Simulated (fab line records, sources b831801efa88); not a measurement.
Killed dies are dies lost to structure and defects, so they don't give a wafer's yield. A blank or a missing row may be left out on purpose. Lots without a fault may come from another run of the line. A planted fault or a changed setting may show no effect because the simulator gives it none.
One fault seen from 2 desks | flow gf180mcu | each desk has only its own numbers; what lay behind them comes last

THE TOOL OWNER'S DESK: implanter-04
The tool's own readings at GF_NWELL_IMPLANT_08: means of the sampled wafers that have a number, for each lot that ran on this tool. A lot is out of limits, marked OUT, if its mean lies more than 4 standard deviations from the usual mean; the brackets give that distance.
Columns: A = dose_ions_cm2 at GF_NWELL_IMPLANT_08, usual 1.5001e+13; B = faraday_current_uA at GF_NWELL_IMPLANT_08, usual 84.7
lot  | first seen here | A                            | B
L931 | day 4 10:49     | 1.5015e+13                   | 86.4
L933 | day 4 22:39     | 1.4997e+13                   | 85.6
L934 | day 5 03:27     | 1.6533e+13 (+99 or more) OUT | 92.6 (+4.9) OUT
L937 | day 5 20:08     | 1.6518e+13 (+99 or more) OUT | 93.6 (+5.5) OUT
This desk's finding: out of limits on L934, L937; first on L934, day 5 03:27 (dose_ions_cm2 at GF_NWELL_IMPLANT_08). In limits: L931, L933.

THE METROLOGY DESK
What the gauges read, lot by lot, whatever tool the lot ran on: means of the sampled wafers that have a number. A lot is out of limits, marked OUT, if its mean lies more than 4 standard deviations from the usual mean; the brackets give that distance.
Columns: A = STI_OXIDATION_THK at GF_STI_THK_MEAS_02, usual 10.13 nm; B = STI_OXIDATION_01_THK at GF_STI_THK_MEAS_22, usual 15.23 nm; C = NWELL_TW at GF_NWELL_TW_MEAS_11, usual 1567; D = NWELL_RS at GF_VT_IMPLANT_RS_MEAS_47, usual 487.8 ohm/sq
lot  | first seen here | A     | B     | C               | D
L926 | day 1 11:32     | 10.09 | 15.30 | 1574            | 489.7
L928 | day 1 21:54     | 10.51 | 14.91 | 1553            | 487.3
L931 | day 2 12:35     | 10.06 | 15.31 | 1557            | 489.7
L933 | day 2 22:31     | 10.19 | 15.63 | 1569            | 486.5
L934 | day 3 04:26     | 10.14 | 14.98 | 1627 (+5.0) OUT | 462.8 (-21) OUT
L937 | day 3 18:31     | 10.18 | 15.73 | 1602            | 463.4 (-20) OUT
L940 | day 4 09:31     | 10.36 | 15.75 | 1576            | 489.0
L944 | day 5 05:31     | 10.15 | 15.37 | 1574            | 487.6
L945 | day 5 11:25     | 10.00 | 14.63 | 1548            | 487.5
L946 | day 5 16:16     | 10.07 | 15.28 | 1557            | 487.0
L948 | day 6 01:31     | 9.88  | 15.05 | 1570            | 487.9
L949 | day 6 06:31     | 9.91  | 15.04 | 1565            | 488.4
This desk's finding: out of limits on L934, L937; first on L934, day 5 03:51 (NWELL_TW at GF_NWELL_TW_MEAS_11). In limits: L926, L928, L931, L933, L940, L944, L945, L946, L948, L949.

PUT TOGETHER
The tool owner's desk could have raised an alarm at day 5 03:27, on L934, L937.
The metrology desk could have raised an alarm at day 5 03:51, on L934, L937.
Of the lots named, all ran GF_NWELL_IMPLANT_08 on implanter-04.

WHAT THE SIMULATOR HAD PUT IN
Process parameter drift: implanter-04, from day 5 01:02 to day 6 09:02, at GF_NWELL_IMPLANT_08. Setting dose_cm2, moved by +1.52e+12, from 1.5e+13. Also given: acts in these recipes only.
Lots struck among those shown: L934, L937.
Hours from the fault's start to each desk's first reading out of limits: the tool owner's desk, 2; the metrology desk, 3.
